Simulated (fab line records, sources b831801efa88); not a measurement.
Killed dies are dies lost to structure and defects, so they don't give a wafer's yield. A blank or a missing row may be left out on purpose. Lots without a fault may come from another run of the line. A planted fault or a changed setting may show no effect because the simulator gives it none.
fab line records | flow sky130
record lots=11 wafers=33 last_day=50
route steps=708 shown FIELD_ISO@16 NWELL@81 PAD_OPEN@708
lots that met no fault: from a run of the same line without faults
start_h: hours from the record's first day to the start of the lot's first wafer shown | wait_h: hours since the lot's step before | " the same as in the row above | L1.1+2: a row that stands for several wafers | - no value, or no start given | * or withheld: withheld | < > ~ a bound
route shown NAME@n: a module of which the file shows steps, and the number in the route of the first | usual: mean/standard deviation of fault-free wafers | same: alike in all rows | chamber/n: place in a boat | sites: the reading at each site | _std_site: their standard deviation | _edge_site: outer sites' mean less inner sites' | radius_mm: how far each site lies from the wafer's centre | mask NAME#n: copy n | behind: the tool/chamber that last shaped the wafer | hold: why the lot was held/for how many hours/how that ended | device: the transistor (n, p or np) that didn't switch | end of line: the same wafers' tests at the end of the route | a step without rows: its recipe alone | killed: dies lost to structure and defects at the first sort, not the wafer's yield | map: a wafer's dies, x killed, . not, _ none there
set.NAME: the setting as run; set.NAME@STEP: as run at that earlier step | model.NAME: the simulator's own value behind a step, which no gauge read
steps of the route over a sample of lots; a table a step, a row a wafer
services: from which hour (start_h, from the record's first day; less than 0 if before it) a tool's chamber was out of use, for how many hours, and why
## steps
# step SKY_FIELD_ISO_ETCH_15
# recipe chemistry=CHF3/O2 target_depth_nm=180 stop_on=Si source_w=600 bias_w=200 pressure_mtorr=40 chf3_flow_sccm=50 O2_flow_sccm=5 time_s=72
# usual O2_flow_sccm=5.000/0.014 bias_w=199.9/0.64 drypump_motor_current_A=5.7/0.46 oes_product_au=0.949/0.0071 throttle_valve_pct=8.845/0.0093
# columns lot.wafer tool chamber start_h wait_h O2_flow_sccm bias_w drypump_motor_current_A oes_product_au rf_hours_counter_h throttle_valve_pct
L827.2 rie_diel-04 3 41.44 0.0 4.988 200.7 5.9 0.950 72 8.837
L827.4 " 1 " " 4.998 199.1 6.3 0.940 6 8.832
L827.5 " 1 " " 4.992 200.1 6.3 0.951 - 8.848
L828.2 rie_diel-04 3 48.04 0.0 5.003 199.2 5.8 0.948 72 8.859
L828.3 " 0 " " 4.979 198.7 5.7 0.949 139 8.849
L828.5 " 0 " " 4.997 199.1 5.7 0.944 - 8.835
L832.3 rie_diel-01 2 65.59 0.0 5.010 199.8 6.4 0.955 93 8.855
L832.4 " 0 " " 4.985 199.8 5.3 0.957 92 8.845
L832.6 " 2 " " 5.021 199.5 6.4 0.955 - 8.840
L833.2 rie_diel-03 0 71.66 0.0 5.001 199.4 5.7 0.953 115 8.852
L833.3 " 2 " " 4.992 199.3 5.7 0.960 153 8.847
L833.5 " 3 " " 5.033 199.7 4.7 0.962 - 8.847
L836.1 rie_diel-03 2 86.11 0.0 4.980 199.4 5.7 0.958 153 8.851
L836.4 " 3 " " 5.024 200.2 4.7 0.951 138 8.850
L836.6 " 3 " " 5.043 201.3 4.7 0.953 - 8.841
L838.1 rie_diel-04 2 95.24 0.0 4.998 200.8 6.3 0.949 128 8.850
L838.3 " 0 " " 4.983 200.6 5.7 0.952 140 8.854
L838.6 " 3 " " 4.976 200.5 5.8 0.943 - 8.839
L841.1 rie_diel-04 3 114.36 0.0 5.013 199.9 5.8 0.944 74 8.849
L841.4 " 2 " " 5.005 201.1 6.3 0.943 129 8.830
L841.5 " 0 " " 4.999 201.4 5.7 0.949 - 8.845
L842.2 rie_diel-01 2 119.21 0.0 4.990 198.8 6.4 0.943 94 8.849
L842.4 " 0 " " 5.000 199.8 5.3 0.943 93 8.844
L842.6 " 2 " " 4.973 198.8 6.4 0.941 - 8.830
L846.1 rie_diel-03 2 137.69 0.0 - - - - - -
L846.3 " 0 " " - - - - - -
L846.5 " 1 " " - - - - - -
L847.1 rie_diel-04 1 143.22 0.0 - - - - - -
L847.5 " 3 " " - - - - - -
L847.6 " 0 " " - - - - - -
L848.2 rie_diel-03 0 147.09 0.0 4.989 200.0 5.7 0.945 118 8.854
L848.3 " 1 " " 4.979 199.1 5.5 0.942 2 8.843
L848.4 " 0 " " 4.994 199.7 5.7 0.939 - 8.822
# step SKY_FIELD_ISO_STRIP_16
# recipe chemistry=O2/N2 power_w=1400 pressure_mtorr=1500 platen_temp_c=withheld o2_flow_sccm=3000 n2_flow_sccm=300 overash_fraction=0.5
# usual drypump_motor_current_A=5.79/0.29 oes_product_au=0.379/0.0051 strip_time_to_endpoint_s=3.57/0.054
# columns lot.wafer tool chamber start_h wait_h drypump_motor_current_A oes_product_au rf_hours_counter_h strip_time_to_endpoint_s
L827.2 plasma_asher-02 0 41.50 0.0 5.66 0.381 37 3.52
L827.4 " 0 " " 5.60 0.374 - 3.50
L827.5 " 0 " " 5.60 0.373 - 3.47
L828.2 plasma_asher-01 0 48.10 0.0 6.33 0.374 33 3.53
L828.3 " 1 " " 5.42 0.381 - 3.52
L828.5 " 1 " " 5.44 0.380 - 3.56
L832.3 plasma_asher-04 1 65.68 0.1 5.65 0.380 - 3.51
L832.4 " 0 " " 5.96 0.379 - 3.53
L832.6 " 1 " " 5.67 0.370 - 3.53
L833.2 plasma_asher-01 0 71.72 0.0 6.34 0.389 35 3.69
L833.3 " 0 " " 6.34 0.382 - 3.59
L833.5 " 0 " " 6.36 0.385 - 3.58
L836.1 plasma_asher-04 0 86.17 0.0 5.95 0.386 39 3.59
L836.4 " 1 " " 5.67 0.375 - 3.56
L836.6 " 0 " " 5.97 0.372 - 3.62
L838.1 plasma_asher-02 1 95.30 0.0 5.79 0.387 42 3.57
L838.3 " 0 " " 5.59 0.382 - 3.61
L838.6 " 1 " " 5.77 0.374 - 3.57
L841.1 plasma_asher-01 1 114.42 0.0 5.41 0.382 39 3.53
L841.4 " 1 " " 5.41 0.380 - 3.58
L841.5 " 1 " " 5.40 0.378 - 3.55
L842.2 plasma_asher-02 1 119.27 0.0 5.75 0.389 45 3.57
L842.4 " 1 " " 5.78 0.373 - 3.54
L842.6 " 0 " " 5.58 0.382 - 3.54
L846.1 plasma_asher-02 1 137.75 0.0 5.80 0.448 46 5.26
L846.3 " 0 " " 5.59 0.455 - 5.29
L846.5 " 1 " " 5.81 0.448 - 5.23
L847.1 plasma_asher-01 0 143.27 0.0 6.35 0.444 42 5.19
L847.5 " 0 " " 6.36 0.445 - 5.19
L847.6 " 1 " " 5.39 0.448 - 5.19
L848.2 plasma_asher-04 1 147.15 0.0 5.67 0.381 3 3.71
L848.3 " 0 " " 6.00 0.378 - 3.61
L848.4 " 1 " " 5.71 0.394 - 3.68
# step SKY_FIELD_ISO_ETCH_17
# recipe target_depth_a=3420 mask_material=Si3N4 chemistry=HBr/Cl2/O2 target=Si taper_deg=5 icp_w=600 bias_w=150 pressure_mtorr=15 HBr_flow_sccm=150 Cl2_flow_sccm=40 O2_flow_sccm=6 time_s=97.7
# usual HBr_flow_sccm=150.0/0.47 O2_flow_sccm=6.001/0.019 drypump_motor_current_A=5.81/0.3 oes_product_au=0.996/0.02 throttle_valve_pct=25.660/0.016
# columns lot.wafer tool chamber start_h wait_h HBr_flow_sccm O2_flow_sccm drypump_motor_current_A oes_product_au rf_hours_counter_h throttle_valve_pct
L827.2 rie_si-02 2 41.60 0.1 150.5 5.992 5.85 1.012 109 25.636
L827.4 " 1 " " 150.7 5.983 5.22 1.013 20 25.653
L827.5 " 1 " " 150.1 6.001 5.23 1.026 - 25.654
L828.2 rie_si-02 0 48.20 0.1 150.4 6.033 6.15 0.991 77 25.673
L828.3 " 3 " " 150.1 6.050 5.76 1.000 79 25.646
L828.5 " 0 " " 150.4 6.028 6.17 0.982 - 25.659
L832.3 rie_si-01 2 65.75 0.0 150.0 6.003 6.23 0.976 43 25.661
L832.4 " 0 " " 150.6 6.018 5.59 1.022 - 25.653
L832.6 " 3 " " 150.3 6.011 6.00 0.979 - 25.654
L833.2 rie_si-01 3 71.82 0.1 150.3 6.009 5.98 0.978 30 25.661
L833.3 " 1 " " 149.5 5.985 5.68 0.978 4 25.675
L833.5 " 3 " " 150.5 5.995 5.99 0.980 - 25.664
L836.1 rie_si-02 2 86.27 0.1 150.8 5.986 5.85 1.009 110 25.657
L836.4 " 3 " " 150.1 6.011 5.77 0.989 - 25.673
L836.6 " 2 " " 150.5 6.006 5.82 1.011 - 25.658
L838.1 rie_si-01 1 95.40 0.1 150.2 6.028 5.60 0.973 4 25.667
L838.3 " 3 " " 149.8 5.995 5.99 0.971 30 25.672
L838.6 " 3 " " 150.0 6.008 6.00 0.962 - 25.688
L841.1 rie_si-01 1 114.52 0.1 150.2 6.017 5.65 0.975 4 25.663
L841.4 " 0 " " 150.3 5.992 5.61 1.012 91 25.645
L841.5 " 3 " " 148.7 6.037 5.99 0.968 - 25.679
L842.2 rie_si-02 2 119.37 0.1 151.1 6.000 5.79 1.020 110 25.640
L842.4 " 3 " " 150.4 5.987 5.75 1.004 - 25.666
L842.6 " 0 " " 149.8 5.994 6.18 0.991 - 25.671
L846.1 rie_si-02 2 137.85 0.1 150.1 5.989 5.84 1.017 110 25.627
L846.3 " 3 " " 149.1 6.021 5.77 0.997 80 25.656
L846.5 " 0 " " 150.8 6.004 6.15 0.977 - 25.689
L847.1 rie_si-02 0 143.37 0.1 151.0 5.992 6.16 0.985 77 25.683
L847.5 " 0 " " 150.5 6.028 6.16 0.988 - 25.663
L847.6 " 3 " " 150.8 6.010 5.75 0.999 - 25.650
L848.2 rie_si-01 3 147.25 0.1 149.2 6.039 6.01 0.971 30 25.685
L848.3 " 1 " " 149.9 6.012 5.63 0.991 4 25.658
L848.4 " 2 " " 150.1 6.006 6.21 0.978 44 25.660
# step SKY_NWELL_RTA_28
# recipe temp_c=1050 time_s=30 idle_temp_c=650 ramp_up_c_per_s=150 ramp_down_c_per_s=90 ambient=N2
# usual lamp_power_pct=25.31/0.053 wafer_temp_C_max=1054.7/0.84
# columns lot.wafer tool chamber start_h wait_h lamp_power_pct wafer_temp_C_max
L827.2 rtp_anneal-01 0 118.87 0.0 25.29 1055.1
L827.4 " 0 " " 25.38 1055.5
L827.5 " 0 " " 25.29 1054.9
L828.2 rtp_anneal-02 0 127.27 0.0 25.35 1054.8
L828.3 " 0 " " 25.36 1053.7
L828.5 " 0 " " 25.30 1054.8
L832.3 rtp_anneal-02 0 146.07 0.1 25.29 1055.8
L832.4 " 0 " " 25.28 1054.2
L832.6 " 0 " " 25.30 1054.7
L833.2 rtp_anneal-02 0 157.36 0.0 25.27 1055.7
L833.3 " 0 " " 25.34 1055.4
L833.5 " 0 " " 25.28 1055.0
L836.1 rtp_anneal-02 0 176.58 0.0 25.38 1054.5
L836.4 " 0 " " 25.35 1052.7
L836.6 " 0 " " 25.34 1054.1
L838.1 rtp_anneal-02 0 183.08 0.0 25.24 1055.2
L838.3 " 0 " " 25.27 1054.3
L838.6 " 0 " " 25.37 1054.6
L841.1 rtp_anneal-02 0 202.55 0.0 25.36 1055.0
L841.4 " 0 " " 25.33 1053.9
L841.5 " 0 " " 25.37 1056.3
L842.2 rtp_anneal-01 0 207.29 0.0 25.37 1055.3
L842.4 " 0 " " 25.34 1054.7
L842.6 " 0 " " 25.28 1055.0
L848.2 rtp_anneal-01 0 241.95 0.0 25.33 1054.1
L848.3 " 0 " " 25.35 1055.0
L848.4 " 0 " " 25.35 1054.2
# step SKY_PAD_OPEN_PROBE_99
# usual killed_at_M0_to_M3=43/7.5 killed_at_M4_up=3.2/1.9 killed_at_contacts=24/4.9 killed_at_front_end=15/4.3 killed_at_other=0.4/0.72 killed_dies=86/9.1 killed_on_rim=17/3.8 killed_open=47/6.5 killed_short=39/6.5
# same gross_dies=492 killed_at_back_side=0
# columns lot.wafer tool chamber start_h wait_h hold killed_at_M0_to_M3 killed_at_M4_up killed_at_contacts killed_at_front_end killed_at_other killed_dies killed_on_rim killed_open killed_short
L827.2 prober-02 - 1101.00 0.1 - 31 4 21 16 1 73 13 38 34
L827.4 prober-02 - 1101.10 0.2 - 41 3 25 16 0 85 17 39 46
L827.5 prober-02 - 1101.15 0.2 - 35 0 19 18 0 72 18 37 33
L828.2 prober-01 - 1113.16 0.1 - 38 4 30 15 0 87 16 48 39
L828.3 prober-01 - 1113.21 0.2 - 41 3 27 28 0 99 16 52 47
L828.5 prober-01 - 1113.31 0.2 - 42 4 18 17 0 81 18 47 33
L832.3 prober-01 - 1132.51 0.2 - 45 2 27 24 0 98 17 46 51
L832.4 prober-01 - 1132.56 0.2 - 52 5 21 26 1 105 22 49 54
L832.6 prober-01 - 1132.66 0.2 - 44 1 21 20 1 87 14 44 42
L833.2 prober-02 - 1136.43 0.1 - 28 2 24 18 0 72 11 32 40
L833.3 prober-02 - 1136.48 0.2 - 36 3 36 10 0 85 24 45 40
L833.5 prober-02 - 1136.58 0.2 - 37 2 25 12 0 76 17 40 36
L836.1 prober-01 - 1155.56 0.1 - 41 3 30 12 0 86 25 50 34
L836.4 prober-01 - 1155.71 0.2 - 45 2 18 11 0 76 17 45 30
L836.6 prober-01 - 1155.81 0.2 - 44 6 9 16 1 76 12 46 30
L838.1 prober-01 - 1162.42 0.1 - 40 5 21 12 0 78 14 52 26
L838.3 prober-01 - 1162.52 0.2 - 56 5 33 20 0 114 25 66 48
L838.6 prober-01 - 1162.67 0.2 - 47 3 25 14 0 89 13 58 31
L841.1 prober-02 - 1176.30 0.1 - 47 1 30 19 0 97 21 50 47
L841.4 prober-02 - 1176.45 0.2 - 30 1 25 22 0 78 17 39 39
L841.5 prober-02 - 1176.50 0.2 - 40 0 20 17 0 77 16 42 35
L842.2 prober-01 - 1184.20 0.1 - 30 2 22 8 0 62 16 33 29
L842.4 prober-01 - 1184.30 0.2 - 33 1 29 12 0 75 15 37 37
L842.6 prober-01 - 1184.40 0.2 - 38 2 27 18 0 85 19 45 40
L846.1 prober-01 - 1200.80 0.1 await_dispo/1.8h/scrap 49 5 26 412 0 492 96 56 38
L846.3 prober-01 - 1200.90 0.2 await_dispo/1.8h/scrap 56 2 27 407 0 492 96 57 37
L846.5 prober-01 - 1201.00 0.2 await_dispo/1.8h/scrap 48 7 20 417 0 492 96 40 47
L847.1 prober-02 - 1206.39 0.1 await_dispo/1.8h/scrap 44 3 33 411 1 492 96 57 34
L847.5 prober-02 - 1206.59 0.2 await_dispo/1.8h/scrap 32 4 20 433 3 492 96 35 36
L847.6 prober-02 - 1206.64 0.2 await_dispo/1.8h/scrap 33 5 20 434 0 492 96 35 39
L848.2 prober-01 - 1207.95 0.1 - 43 1 26 17 2 89 18 44 45
L848.3 prober-01 - 1208.00 0.2 - 58 2 25 13 0 98 22 56 42
L848.4 prober-01 - 1208.05 0.2 - 46 1 33 7 0 87 12 49 37
# killed by level:class
L827.2 LI_CONTACT:geometric_particle:open=7 VIA1:geometric_particle:short=7 CONTACT:geometric_particle:open=6 VIA1:geometric_particle:open=6 METAL2:geometric_particle:short=5 VIA2:geometric_particle:open=5 FIELD_ISO:geometric_particle:open=4 FIELD_ISO:geometric_particle:short=4
L827.4 CONTACT:geometric_particle:open=12 VIA3:geometric_particle:open=9 FIELD_ISO:geometric_particle:short=6 CONTACT:geometric_particle:short=6 METAL1:geometric_particle:short=6 VIA1:geometric_particle:short=6 VIA1:geometric_particle:open=5 VIA3:geometric_particle:short=5
L827.5 CONTACT:geometric_particle:open=11 VIA1:geometric_particle:open=9 METAL1:geometric_particle:short=7 VIA2:geometric_particle:open=5 FIELD_ISO:geometric_particle:open=4 FIELD_ISO:geometric_particle:short=4 POLY_GATE:geometric_particle:short=4 VIA1:geometric_particle:short=3
L828.2 LI_CONTACT:geometric_particle:open=9 CONTACT:geometric_particle:open=9 LOCAL_INTERCONNECT:geometric_particle:short=8 VIA2:geometric_particle:open=8 FIELD_ISO:geometric_particle:open=6 VIA1:geometric_particle:open=5 METAL2:geometric_particle:short=5 VIA3:geometric_particle:open=5
L828.3 METAL2:geometric_particle:short=11 CONTACT:geometric_particle:open=10 VIA1:geometric_particle:open=7 FIELD_ISO:geometric_particle:open=6 POLY_GATE:geometric_particle:open=6 VIA1:geometric_particle:short=5 LI_CONTACT:geometric_particle:open=5 VIA2:geometric_particle:open=5
L828.5 VIA1:geometric_particle:open=14 VIA2:geometric_particle:open=7 VIA3:geometric_particle:open=6 POLY_GATE:geometric_particle:short=5 CONTACT:geometric_particle:open=5 FIELD_ISO:geometric_particle:short=4 LI_CONTACT:geometric_particle:open=4 LOCAL_INTERCONNECT:geometric_particle:short=3
L832.3 VIA1:geometric_particle:open=13 FIELD_ISO:geometric_particle:short=12 LI_CONTACT:geometric_particle:open=7 METAL2:geometric_particle:short=6 LOCAL_INTERCONNECT:geometric_particle:short=6 METAL3:geometric_particle:short=6 VIA3:geometric_particle:open=6 CONTACT:geometric_particle:short=5
L832.4 VIA1:geometric_particle:open=13 METAL2:geometric_particle:short=12 METAL1:geometric_particle:short=9 FIELD_ISO:geometric_particle:open=8 LI_CONTACT:geometric_particle:open=7 CONTACT:geometric_particle:open=5 VIA2:geometric_particle:open=5 VIA3:geometric_particle:open=5
L832.6 VIA1:geometric_particle:open=10 FIELD_ISO:geometric_particle:short=8 CONTACT:geometric_particle:open=7 LI_CONTACT:geometric_particle:open=7 METAL1:geometric_particle:short=7 VIA1:geometric_particle:short=6 CONTACT:geometric_particle:short=5 VIA2:geometric_particle:open=5
L833.2 METAL2:geometric_particle:short=7 LI_CONTACT:geometric_particle:open=7 VIA1:geometric_particle:open=7 FIELD_ISO:geometric_particle:open=6 CONTACT:geometric_particle:open=6 FIELD_ISO:geometric_particle:short=5 CONTACT:geometric_particle:short=5 POLY_GATE:geometric_particle:short=4
L833.3 CONTACT:geometric_particle:open=15 VIA1:geometric_particle:open=8 VIA1:geometric_particle:short=7 LI_CONTACT:geometric_particle:open=6 LOCAL_INTERCONNECT:geometric_particle:short=6 LI_CONTACT:geometric_particle:short=4 CONTACT:geometric_particle:short=4 METAL1:geometric_particle:short=4
L833.5 CONTACT:geometric_particle:open=15 VIA1:geometric_particle:open=9 METAL1:geometric_particle:short=7 METAL2:geometric_particle:short=7 LI_CONTACT:geometric_particle:open=4 VIA2:geometric_particle:open=4 VIA1:geometric_particle:short=4 FIELD_ISO:geometric_particle:open=3
L836.1 CONTACT:geometric_particle:open=13 VIA3:geometric_particle:open=8 VIA1:geometric_particle:open=7 LI_CONTACT:geometric_particle:open=7 METAL2:geometric_particle:short=6 VIA3:geometric_particle:short=5 METAL1:geometric_particle:short=5 FIELD_ISO:geometric_particle:open=4
L836.4 VIA1:geometric_particle:open=11 VIA2:geometric_particle:open=8 LI_CONTACT:geometric_particle:open=6 VIA3:geometric_particle:open=5 FIELD_ISO:geometric_particle:short=4 METAL1:geometric_particle:short=4 VIA2:geometric_particle:short=4 LOCAL_INTERCONNECT:geometric_particle:short=3
L836.6 VIA1:geometric_particle:open=15 FIELD_ISO:geometric_particle:open=5 VIA3:geometric_particle:open=5 CONTACT:geometric_particle:open=5 VIA2:geometric_particle:short=5 VIA2:geometric_particle:open=5 VIA3:geometric_particle:short=5 POLY_GATE:geometric_particle:open=3
L838.1 VIA1:geometric_particle:open=11 CONTACT:geometric_particle:open=9 VIA2:geometric_particle:open=9 VIA3:geometric_particle:open=7 LI_CONTACT:geometric_particle:open=5 CONTACT:geometric_particle:short=3 METAL1:geometric_particle:short=3 METAL2:geometric_particle:short=3
L838.3 LI_CONTACT:geometric_particle:open=12 VIA2:geometric_particle:open=9 CONTACT:geometric_particle:open=9 METAL1:geometric_particle:short=8 VIA1:geometric_particle:open=8 LI_CONTACT:geometric_particle:short=7 VIA3:geometric_particle:short=7 FIELD_ISO:geometric_particle:open=5
L838.6 LI_CONTACT:geometric_particle:open=11 VIA1:geometric_particle:open=10 VIA2:geometric_particle:open=10 POLY_GATE:geometric_particle:open=8 METAL1:geometric_particle:short=8 CONTACT:geometric_particle:open=6 LI_CONTACT:geometric_particle:short=4 VIA2:geometric_particle:short=4
L841.1 VIA1:geometric_particle:open=11 LI_CONTACT:geometric_particle:open=9 CONTACT:geometric_particle:open=9 METAL2:geometric_particle:short=8 FIELD_ISO:geometric_particle:short=5 LI_CONTACT:geometric_particle:short=5 VIA3:geometric_particle:open=5 VIA3:geometric_particle:short=5
L841.4 VIA1:geometric_particle:open=10 CONTACT:geometric_particle:open=9 FIELD_ISO:geometric_particle:short=8 CONTACT:geometric_particle:short=5 METAL2:geometric_particle:short=5 SPACER:geometric_particle:short=4 LI_CONTACT:geometric_particle:short=4 LI_CONTACT:geometric_particle:open=4
L841.5 VIA1:geometric_particle:open=12 CONTACT:geometric_particle:open=7 CONTACT:geometric_particle:short=6 FIELD_ISO:geometric_particle:short=5 METAL2:geometric_particle:short=5 VIA2:geometric_particle:open=5 LI_CONTACT:geometric_particle:open=4 VIA1:geometric_particle:short=4
L842.2 VIA1:geometric_particle:open=9 CONTACT:geometric_particle:open=8 LI_CONTACT:geometric_particle:open=7 METAL1:geometric_particle:short=4 METAL2:geometric_particle:short=4 POLY_GATE:geometric_particle:short=3 LOCAL_INTERCONNECT:geometric_particle:short=3 VIA2:geometric_particle:open=3
L842.4 LI_CONTACT:geometric_particle:open=8 VIA1:geometric_particle:open=6 LOCAL_INTERCONNECT:geometric_particle:short=6 CONTACT:geometric_particle:open=6 VIA3:geometric_particle:short=6 LI_CONTACT:geometric_particle:short=5 VIA2:geometric_particle:open=5 POLY_GATE:geometric_particle:open=4
L842.6 LI_CONTACT:geometric_particle:open=8 VIA3:geometric_particle:open=8 CONTACT:geometric_particle:open=7 VIA1:geometric_particle:open=7 FIELD_ISO:geometric_particle:short=5 METAL2:geometric_particle:short=5 LOCAL_INTERCONNECT:geometric_particle:short=5 METAL3:geometric_particle:short=5
L846.1 FIELD_ISO:area_etch=397 CONTACT:geometric_particle:open=14 VIA3:geometric_particle:open=13 VIA1:geometric_particle:open=10 LI_CONTACT:geometric_particle:open=5 VIA2:geometric_particle:open=5 LOCAL_INTERCONNECT:geometric_particle:short=5 METAL4:geometric_particle:short=4
L846.3 FIELD_ISO:area_etch=398 VIA1:geometric_particle:open=15 CONTACT:geometric_particle:open=14 VIA3:geometric_particle:open=10 METAL2:geometric_particle:short=6 VIA2:geometric_particle:open=6 CONTACT:geometric_particle:short=5 LOCAL_INTERCONNECT:geometric_particle:short=4
L846.5 FIELD_ISO:area_etch=405 LI_CONTACT:geometric_particle:open=8 VIA2:geometric_particle:open=8 VIA3:geometric_particle:open=8 POLY_GATE:geometric_particle:short=7 METAL1:geometric_particle:short=7 VIA1:geometric_particle:open=7 METAL2:geometric_particle:short=7
L847.1 FIELD_ISO:area_etch=399 CONTACT:geometric_particle:open=17 VIA1:geometric_particle:open=12 LI_CONTACT:geometric_particle:open=6 POLY_GATE:geometric_particle:open=5 LOCAL_INTERCONNECT:geometric_particle:short=5 VIA1:geometric_particle:short=5 VIA3:geometric_particle:open=5
L847.5 FIELD_ISO:area_etch=419 CONTACT:geometric_particle:open=10 VIA1:geometric_particle:open=7 POLY_GATE:geometric_particle:short=6 VIA3:geometric_particle:open=6 METAL2:geometric_particle:short=5 CONTACT:geometric_particle:short=4 METAL1:geometric_particle:short=4
L847.6 FIELD_ISO:area_etch=418 CONTACT:geometric_particle:open=10 FIELD_ISO:geometric_particle:open=8 METAL1:geometric_particle:short=7 CONTACT:geometric_particle:short=6 VIA3:geometric_particle:open=5 METAL4:geometric_particle:short=5 VIA1:geometric_particle:open=4
L848.2 FIELD_ISO:geometric_particle:short=10 CONTACT:geometric_particle:open=10 METAL1:geometric_particle:short=9 VIA1:geometric_particle:open=9 CONTACT:geometric_particle:short=8 METAL2:geometric_particle:short=6 LI_CONTACT:geometric_particle:open=5 VIA3:geometric_particle:open=4
L848.3 VIA1:geometric_particle:open=13 CONTACT:geometric_particle:open=13 METAL1:geometric_particle:short=10 VIA3:geometric_particle:open=9 VIA1:geometric_particle:short=7 FIELD_ISO:geometric_particle:short=5 LI_CONTACT:geometric_particle:open=5 LI_CONTACT:geometric_particle:short=4
L848.4 LI_CONTACT:geometric_particle:open=14 VIA1:geometric_particle:open=13 METAL2:geometric_particle:short=9 VIA2:geometric_particle:open=8 LOCAL_INTERCONNECT:geometric_particle:short=6 LI_CONTACT:geometric_particle:short=5 CONTACT:geometric_particle:open=5 METAL1:geometric_particle:short=4
## services
# columns tool chamber start_h hours kind
rie_si-02 0 17.73 16.5 repair
plasma_asher-01 - 19.01 2.8 pm
rtp_anneal-02 - 41.73 3.0 pm
rie_diel-03 2 48.35 15.1 repair
rie_si-02 - 50.39 28.1 pm
rie_diel-03 0 50.66 7.9 repair
rie_si-01 1 62.36 3.9 repair
rie_diel-04 0 76.44 7.4 repair
rie_si-02 0 85.89 7.5 repair
rie_si-02 1 86.89 8.9 repair
rie_diel-03 3 90.34 56.8 repair
rie_si-01 0 94.74 2.4 repair
rie_si-02 - 95.24 0.3 repair
rie_si-01 0 106.07 5.4 repair
rie_si-02 1 117.93 5.5 repair
rie_si-02 - 120.47 0.1 repair
rie_diel-04 - 122.89 8.4 repair
rie_diel-03 0 187.41 2.7 repair
rie_si-01 - 200.18 14.6 pm
plasma_asher-01 - 206.61 5.0 repair
rie_diel-03 - 222.25 2.8 pm
rie_diel-04 0 224.03 3.4 repair
rie_diel-03 - 225.85 0.7 repair
rie_si-01 1 231.87 3.1 repair
## key
first_sign step=SKY_FIELD_ISO_ETCH_15 reading=tool_record direction=missing
effect step=SKY_FIELD_ISO_STRIP_16 reading=strip_time_to_endpoint_s direction=up sigmas=31 usual=* struck=*
effect step=SKY_PAD_OPEN_PROBE_99 reading=killed_at_front_end direction=up sigmas=94 usual=15 struck=419
more_kills_born_at SKY_FIELD_ISO_ETCH_15@rie_diel-04=1236 SKY_FIELD_ISO_ETCH_15@rie_diel-03=1200
met_at SKY_FIELD_ISO_ETCH_15
struck_lots L846,L847
later_rows_left_out L846.1,L846.3,L846.5,L847.1,L847.5,L847.6
tester_left_out L846,L847
not_acting_at SKY_FIELD_ISO_ETCH_17,SKY_NWELL_RTA_28
onset_between 114.36 137.69
fault kind=skipped_step_whole tool=rie_diel-03,rie_diel-04 chamber=- onset_h=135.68 steps=SKY_FIELD_ISO_ETCH_15 scope=struck_lots_only
# tester_left_out: of these lots the tester's yield and bins aren't shown, on N5 and GAA mostly nor the transistor test; their killed dies are dies lost to structure and defects alone, not to doping, threshold or leakage, so they don't give the yield
# later_rows_left_out: the simulator's readings of these wafers behind a module that went badly wrong aren't trusted and aren't shown, but for the sort
